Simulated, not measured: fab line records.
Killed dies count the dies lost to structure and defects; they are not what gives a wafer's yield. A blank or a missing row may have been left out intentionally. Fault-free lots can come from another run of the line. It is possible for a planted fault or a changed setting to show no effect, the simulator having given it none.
fab line records    flow sfq_line
[record] lots = 7  wafers = 19  last_day = 82
route steps=325 shown R5@212
lots that met no fault: taken from a fault-free run of the same line
start_h: the number of hours between the record's first day and the start of the first shown wafer of the lot    wait_h: time in hours since the lot's previous step    " repeats the value in the row above    L1.1+2: a row that stands for several wafers    - either no value or no given start    * or withheld: withheld    < > ~ a bound
route shown NAME@n: names a module that has steps shown in the file, with the first one's number in the route    usual: mean/standard deviation of fault-free wafers    same: alike in all rows    chamber/n: place in a boat    sites: per-site readings    _std_site: standard deviation of those values    _edge_site: the outer-site mean with the inner-site mean subtracted    radius_mm: for every site, how far away it sits from the centre of the wafer    mask NAME#n: copy n    behind: the last tool/chamber to shape the wafer    hold: what put the lot on hold/how long, in hours/how the hold closed    device: names the non-switching transistor (n, p or np)    end of line: the same wafers' tests at the end of the route    a step with no rows: only its recipe    killed: count of dies lost to structure and defects at first sort (not the wafer's yield)    map: a wafer's dies, x killed, . not, _ none there
set.NAME: the setting the step ran with; set.NAME@STEP: the setting that earlier step ran with    model.NAME: the simulator's own value behind a step, which no gauge read
lots at some steps of the route; a table a step, a row a wafer
services: the hour from which a tool's chamber was out of use, counted from the record's first day as start_h (under 0 if before that day), plus the number of hours and why
[[steps]]
[step SFQ_TRILAYER_R5_DEP_SPUTTER_132]
[recipe] material = Ti  base_pressure_pa = 1.33e-06  target_thk_nm = 5  power_w = 2000  time_s = 5  chamber_pressure_pa = 0.4
[usual] throttle_valve_pct = 30.0/1.1
lot.wafer  tool            chamber  start_h  wait_h  throttle_valve_pct
L218.3     pvd_sputter-06  -        1332.22  0.6     29.1
L218.4     "               -        "        "       30.7
L218.5     "               -        "        "       30.7
L223.1     pvd_sputter-05  -        1464.76  1.0     30.8
L223.3     "               -        "        "       32.0
L223.4     "               -        "        "       30.4
L226.3     pvd_sputter-05  -        1509.63  0.6     32.0
L226.4     "               -        "        "       30.8
L226.6     "               -        "        "       28.4
L227.1     pvd_sputter-06  -        1512.76  1.0     30.8
L227.2     "               -        "        "       30.8
L228.2     pvd_sputter-06  -        1521.76  0.8     29.6
L228.4     "               -        "        "       30.5
L232.2     pvd_sputter-06  -        1661.91  0.8     30.6
L232.3     "               -        "        "       28.9
L232.5     "               -        "        "       29.7
L234.1     pvd_sputter-04  -        1679.96  1.0     28.1
L234.2     "               -        "        "       31.0
L234.6     "               -        "        "       30.7
[step SFQ_TRILAYER_R5_DEP_SPUTTER_133]
[recipe] material = MoNx  base_pressure_pa = 1.33e-06  target_thk_nm = 40  power_w = 1000  time_s = 66.7  chamber_pressure_pa = 0.4
[usual] throttle_valve_pct = 30.0/1.1
lot.wafer  tool            chamber  start_h  wait_h  throttle_valve_pct
L218.3     pvd_sputter-06  -        1332.24  0.0     29.0
L218.4     "               -        "        "       30.8
L218.5     "               -        "        "       30.6
L223.1     pvd_sputter-05  -        1464.78  0.0     30.7
L223.3     "               -        "        "       31.6
L223.4     "               -        "        "       30.3
L226.3     pvd_sputter-05  -        1509.65  0.0     32.0
L226.4     "               -        "        "       30.7
L226.6     "               -        "        "       28.1
L227.1     pvd_sputter-06  -        1512.78  0.0     30.6
L227.2     "               -        "        "       30.7
L228.2     pvd_sputter-06  -        1521.78  0.0     29.6
L228.4     "               -        "        "       30.7
L232.2     pvd_sputter-06  -        1661.93  0.0     30.9
L232.3     "               -        "        "       28.9
L232.5     "               -        "        "       29.5
L234.1     pvd_sputter-04  -        1679.97  0.0     27.9
L234.2     "               -        "        "       30.7
L234.6     "               -        "        "       30.9
[step SFQ_TRILAYER_R5_DEP_SPUTTER_134]
[recipe] material = Ti  base_pressure_pa = 1.33e-06  target_thk_nm = 5  power_w = 2000  time_s = 5  chamber_pressure_pa = 0.4
[usual] throttle_valve_pct = 30.0/1.1
lot.wafer  tool            chamber  start_h  wait_h  throttle_valve_pct
L218.3     pvd_sputter-06  -        1332.29  0.0     29.2
L218.4     "               -        "        "       30.5
L218.5     "               -        "        "       30.8
L223.1     pvd_sputter-05  -        1464.83  0.0     30.9
L223.3     "               -        "        "       31.9
L223.4     "               -        "        "       30.4
L226.3     pvd_sputter-05  -        1509.70  0.0     32.1
L226.4     "               -        "        "       30.9
L226.6     "               -        "        "       28.1
L227.1     pvd_sputter-06  -        1512.83  0.0     31.0
L227.2     "               -        "        "       30.9
L228.2     pvd_sputter-06  -        1521.83  0.0     29.6
L228.4     "               -        "        "       30.6
L232.2     pvd_sputter-06  -        1661.98  0.0     30.6
L232.3     "               -        "        "       29.2
L232.5     "               -        "        "       29.6
L234.1     pvd_sputter-04  -        1680.03  0.0     28.0
L234.2     "               -        "        "       30.7
L234.6     "               -        "        "       30.7
[step SFQ_R5_RS_MEAS_933]
[recipe] thk_meas_gauge = four-point-probe  reads = Ti_of_TRILAYER_R5_DEP_SPUTTER_134+MoNx_of_TRILAYER_R5_DEP_SPUTTER_133+Ti_of_TRILAYER_R5_DEP_SPUTTER_132
[usual] R5_MONX_RS = 7.10/0.079
lot.wafer  tool           chamber  start_h  wait_h  R5_MONX_RS[ohm/sq]
L218.3     film_metro-01  -        1332.35  0.0     7.19
L218.4     "              -        "        "       7.24
L218.5     "              -        "        "       7.19
L223.1     film_metro-01  -        1464.85  0.0     7.03
L223.3     "              -        "        "       6.98
L223.4     "              -        "        "       7.02
L226.3     film_metro-02  -        1509.76  0.0     7.01
L226.4     "              -        "        "       7.11
L226.6     "              -        "        "       7.18
L227.1     film_metro-03  -        1512.85  0.0     7.18
L227.2     "              -        "        "       7.17
L228.2     film_metro-02  -        1521.87  0.0     7.12
L228.4     "              -        "        "       7.17
L232.2     film_metro-03  -        1662.02  0.0     7.21
L232.3     "              -        "        "       7.13
L232.5     "              -        "        "       7.14
L234.1     film_metro-02  -        1680.05  0.0     6.98
L234.2     "              -        "        "       7.11
L234.6     "              -        "        "       7.06
[step SFQ_R5_THK_MEAS_934]
[recipe] thk_meas_gauge = xrf  reads = MoNx_of_TRILAYER_R5_DEP_SPUTTER_133
[usual] R5_MONX_THK = 39.4/0.47
lot.wafer  tool           chamber  start_h  wait_h  R5_MONX_THK[nm]
L218.3     film_metro-01  -        1332.45  0.1     38.9
L218.4     "              -        "        "       38.0
L218.5     "              -        "        "       38.5
L223.1     film_metro-01  -        1464.97  0.1     40.3
L223.3     "              -        "        "       40.2
L223.4     "              -        "        "       39.7
L226.3     film_metro-02  -        1509.86  0.1     39.8
L226.4     "              -        "        "       39.1
L226.6     "              -        "        "       38.6
L227.1     film_metro-03  -        1512.97  0.1     39.0
L227.2     "              -        "        "       39.2
L228.2     film_metro-02  -        1521.98  0.1     39.4
L228.4     "              -        "        "       39.2
L232.2     film_metro-03  -        1662.13  0.1     38.9
L232.3     "              -        "        "       39.1
L232.5     "              -        "        "       39.3
L234.1     film_metro-02  -        1680.17  0.1     39.6
L234.2     "              -        "        "       39.3
L234.6     "              -        "        "       39.3
[step SFQ_TRILAYER_R5_LITHO_COAT_141]
[recipe] resist = BARC  spin_rpm = 3000  resist_thk_nm = 62
[step SFQ_TRILAYER_R5_LITHO_COAT_136]
[recipe] resist = KrF  spin_rpm = 3000  resist_thk_nm = 600
[step SFQ_TRILAYER_R5_LITHO_SOFTBAKE_140]
[recipe] temp_c = withheld  time_s = withheld  resist = KrF
[step SFQ_TRILAYER_R5_LITHO_EXPOSE_137]
[recipe] mask_id = R5  na = 0.6  source_shape = conventional  sigma_outer = 0.65  target_cd_nm = 500  dose_mj = 14.4
[step SFQ_TRILAYER_R5_LITHO_PEB_139]
[recipe] peb_temp_c = 115  peb_time_s = 60  resist = KrF
[step SFQ_TRILAYER_R5_LITHO_DEVELOP_138]
[recipe] time_s = 60  resist = KrF
[step SFQ_R5_OVL_MEAS_935]
[usual] R5_OVL = 0/5.1
lot.wafer  tool        chamber  start_h  wait_h  R5_OVL[nm]
L218.3     overlay-02  -        1357.40  0.1     -1
L218.4     "           -        "        "       0
L218.5     "           -        "        "       -3
L223.1     overlay-02  -        1481.85  0.1     -3
L223.3     "           -        "        "       -4
L223.4     "           -        "        "       -5
L226.3     overlay-02  -        1518.57  0.1     0
L226.4     "           -        "        "       -9
L226.6     "           -        "        "       -7
L227.1     overlay-02  -        1521.03  0.1     0
L227.2     "           -        "        "       -4
L228.2     overlay-02  -        1534.42  0.1     -2
L228.4     "           -        "        "       -5
L232.2     overlay-01  -        1664.44  0.1     0
L232.3     "           -        "        "       1
L232.5     "           -        "        "       -2
L234.1     overlay-01  -        1682.48  0.1     -1
L234.2     "           -        "        "       -5
L234.6     "           -        "        "       -6
[step SFQ_TRILAYER_R5_BARC_OPEN_METAL_ETCH_177]
[recipe] mask_material = PR  chemistry = O2  target_depth_nm = 125  target = BARC  icp_w = 600  bias_w = 80  pressure_mtorr = 10  time_s = 41.7
[usual] drypump_motor_current_A = 5.71/0.3  oes_product_au = 0.686/0.0044  rf_fwd_power_W = 593/3  run_length_s = 70.1/0.46
lot.wafer  tool          chamber  start_h  wait_h  drypump_motor_current_A  oes_product_au  rf_fwd_power_W  rf_hours_counter_h  run_length_s  model.KrF_of_TRILAYER_R5_LITHO_COAT_136.thk_nm
L218.3     rie_metal-02  1        1357.45  0.0     5.91                     0.691           596             -                   70.6          527.1
L218.4     "             0        "        "       5.64                     0.681           590             -                   70.6          523.6
L218.5     "             0        "        "       5.64                     0.685           588             -                   70.5          525.5
L223.1     rie_metal-01  0        1481.88  0.0     5.36                     0.681           595             122                 70.3          528.1
L223.3     "             1        "        "       6.08                     0.690           592             -                   69.5          526.9
L223.4     "             0        "        "       5.35                     0.684           592             -                   70.0          526.6
L226.3     rie_metal-02  1        1518.61  0.0     5.89                     0.759           -               -                   64.7          533.8
L226.4     "             0        "        "       5.64                     0.684           590             -                   70.8          526.5
L226.6     "             1        "        "       5.89                     0.696           594             -                   69.9          526.4
L227.1     rie_metal-02  0        1521.07  0.0     5.63                     0.689           590             62                  71.2          525.6
L227.2     "             1        "        "       5.87                     0.760           -               78                  65.1          535.1
L228.2     rie_metal-02  1        1534.45  0.0     5.89                     0.758           -               80                  64.8          529.8
L228.4     "             0        "        "       5.65                     0.684           590             -                   70.4          522.1
L232.2     rie_metal-01  0        1664.47  0.0     5.35                     0.681           597             12                  70.0          527.5
L232.3     "             0        "        "       5.36                     0.690           597             -                   69.8          526
L232.5     "             0        "        "       5.36                     0.683           597             -                   70.0          527.7
L234.1     rie_metal-04  1        1682.51  0.0     5.18                     0.684           594             93                  69.1          518.2
L234.2     "             0        "        "       5.51                     0.679           593             81                  70.6          521.8
L234.6     "             0        "        "       5.48                     0.680           596             -                   69.9          520.2
[step SFQ_TRILAYER_R5_ETCH_METAL_ETCH_139]
[recipe] stop_on = SiO2  mask_material = PR  chemistry = Cl2  target_depth_nm = 60  icp_w = 600  bias_w = 80  pressure_mtorr = 10  time_s = 40
[usual] drypump_motor_current_A = 5.71/0.29  oes_product_au = 0.985/0.0078  rf_fwd_power_W = 593/3.4  run_length_s = 68.3/0.41
lot.wafer  tool          chamber  start_h  wait_h  drypump_motor_current_A  oes_product_au  rf_fwd_power_W  rf_hours_counter_h  run_length_s  model.KrF_of_TRILAYER_R5_LITHO_COAT_136.thk_nm
L218.3     rie_metal-02  1        1357.50  0.0     5.89                     0.981           598             -                   68.3          503.8
L218.4     "             0        "        "       5.67                     0.998           592             -                   68.8          499.7
L218.5     "             0        "        "       5.65                     0.983           588             -                   68.8          501.7
L223.1     rie_metal-01  0        1481.94  0.0     5.34                     0.975           594             122                 68.1          505
L223.3     "             1        "        "       6.07                     0.979           593             -                   67.7          503.8
L223.4     "             0        "        "       5.35                     0.979           594             -                   68.5          503.5
L226.3     rie_metal-02  1        1518.67  0.0     5.89                     0.988           600             -                   68.3          510
L226.4     "             0        "        "       5.64                     0.992           588             -                   68.6          502.4
L226.6     "             1        "        "       5.88                     1.000           598             -                   68.5          502.5
L227.1     rie_metal-02  0        1521.13  0.0     5.65                     0.995           589             62                  68.8          501.8
L227.2     "             1        "        "       5.89                     0.984           598             78                  68.2          511.4
L228.2     rie_metal-02  1        1534.50  0.0     5.88                     0.987           595             80                  68.3          506.1
L228.4     "             0        "        "       5.66                     0.989           590             -                   68.9          498.1
L232.2     rie_metal-01  0        1664.53  0.0     5.34                     0.972           596             12                  68.1          504.4
L232.3     "             0        "        "       5.34                     0.972           594             -                   68.1          502.8
L232.5     "             0        "        "       5.35                     0.983           594             -                   68.3          504.5
L234.1     rie_metal-04  1        1682.57  0.0     5.19                     0.996           592             93                  67.7          493.9
L234.2     "             0        "        "       5.49                     0.983           596             81                  68.4          498.4
L234.6     "             0        "        "       5.50                     0.983           596             -                   68.2          496.8
[step SFQ_TRILAYER_R5_STRIP_STRIP_140]
[recipe] gas = O2  power_w = 200  platen_temp_c = 40  overash_fraction = 0.65  chemistry = O2  pressure_mtorr = 50
[usual] drypump_motor_current_A = 5.71/0.29  oes_product_au = 0.989/0.012
lot.wafer  tool          chamber  start_h  wait_h  drypump_motor_current_A  oes_product_au  rf_hours_counter_h
L218.3     rie_metal-02  1        1357.74  0.2     5.88                     0.990           -
L218.4     "             0        "        "       5.63                     0.997           -
L218.5     "             0        "        "       5.63                     0.997           -
L223.1     rie_metal-01  0        1482.00  0.0     5.34                     0.965           123
L223.3     "             1        "        "       6.10                     0.970           -
L223.4     "             0        "        "       5.34                     0.976           -
L226.3     rie_metal-02  1        1518.91  0.2     5.87                     0.995           -
L226.4     "             0        "        "       5.64                     0.994           -
L226.6     "             1        "        "       5.88                     0.997           -
L227.1     rie_metal-02  0        1521.18  0.0     5.65                     0.993           63
L227.2     "             1        "        "       5.90                     0.987           78
L228.2     rie_metal-02  1        1534.56  0.0     5.87                     0.991           80
L228.4     "             0        "        "       5.64                     0.991           -
L232.2     rie_metal-01  0        1664.59  0.0     5.32                     0.985           13
L232.3     "             0        "        "       5.36                     0.982           -
L232.5     "             0        "        "       5.34                     0.985           -
L234.1     rie_metal-04  1        1682.63  0.0     5.18                     1.016           93
L234.2     "             0        "        "       5.51                     0.982           81
L234.6     "             0        "        "       5.49                     0.996           -
[[services]]
tool            chamber  start_h  hours  kind
rie_metal-02    -        1324.52  1.4    pm
pvd_sputter-05  -        1328.50  5.1    repair
pvd_sputter-06  1        1355.66  -      consumable_replace:kit
pvd_sputter-06  1        1355.66  18.0   scheduled_down
pvd_sputter-06  1        1355.66  18.0   vent_cycle
rie_metal-02    0        1361.30  8.1    repair
rie_metal-01    1        1372.04  4.8    repair
pvd_sputter-04  -        1379.86  0.6    repair
rie_metal-01    0        1390.89  7.9    repair
pvd_sputter-05  -        1394.72  10.5   repair
pvd_sputter-04  -        1406.95  2.3    repair
pvd_sputter-06  -        1414.89  1.3    repair
pvd_sputter-04  -        1425.00  1.3    repair
pvd_sputter-05  2        1439.35  -      consumable_replace:kit
pvd_sputter-05  2        1439.35  18.0   scheduled_down
pvd_sputter-05  2        1439.35  18.0   vent_cycle
pvd_sputter-06  -        1446.65  1.3    repair
rie_metal-01    -        1477.19  1.0    repair
rie_metal-02    1        1487.13  19.3   repair
rie_metal-01    -        1494.21  0.3    repair
pvd_sputter-05  -        1510.74  3.7    repair
rie_metal-04    1        1552.43  3.7    repair
rie_metal-04    0        1600.27  8.1    repair
rie_metal-02    -        1626.85  2.8    pm
[[key]]
[first_sign] step = SFQ_TRILAYER_R5_BARC_OPEN_METAL_ETCH_177  reading = oes_product_au  direction = up  sigmas = 17  usual = 0.686  struck = 0.759
[effect] step = SFQ_TRILAYER_R5_BARC_OPEN_METAL_ETCH_177  reading = run_length_s  direction = down  sigmas = 11  usual = *  struck = *
[model_effect] step = SFQ_TRILAYER_R5_BARC_OPEN_METAL_ETCH_177  value = KrF_of_TRILAYER_R5_LITHO_COAT_136.thk_nm  without = 526.5  struck = 532.9
[model_effect] step = SFQ_TRILAYER_R5_ETCH_METAL_ETCH_139  value = KrF_of_TRILAYER_R5_LITHO_COAT_136.thk_nm  without = 502.8  struck = 509.2
met_at SFQ_TRILAYER_R5_BARC_OPEN_METAL_ETCH_177
struck_wafers L226.3,L227.2,L228.2
onset_between 1357.45 1518.61
[fault] kind = process_parameter_drift  tool = rie_metal-02  chamber = -  onset_h = 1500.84  steps = SFQ_TRILAYER_R5_BARC_OPEN_METAL_ETCH_177  channel = time_s  offset = *  shape = step  end_h = 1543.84  scope = struck_wafers_only  acts_in = *  stated = *
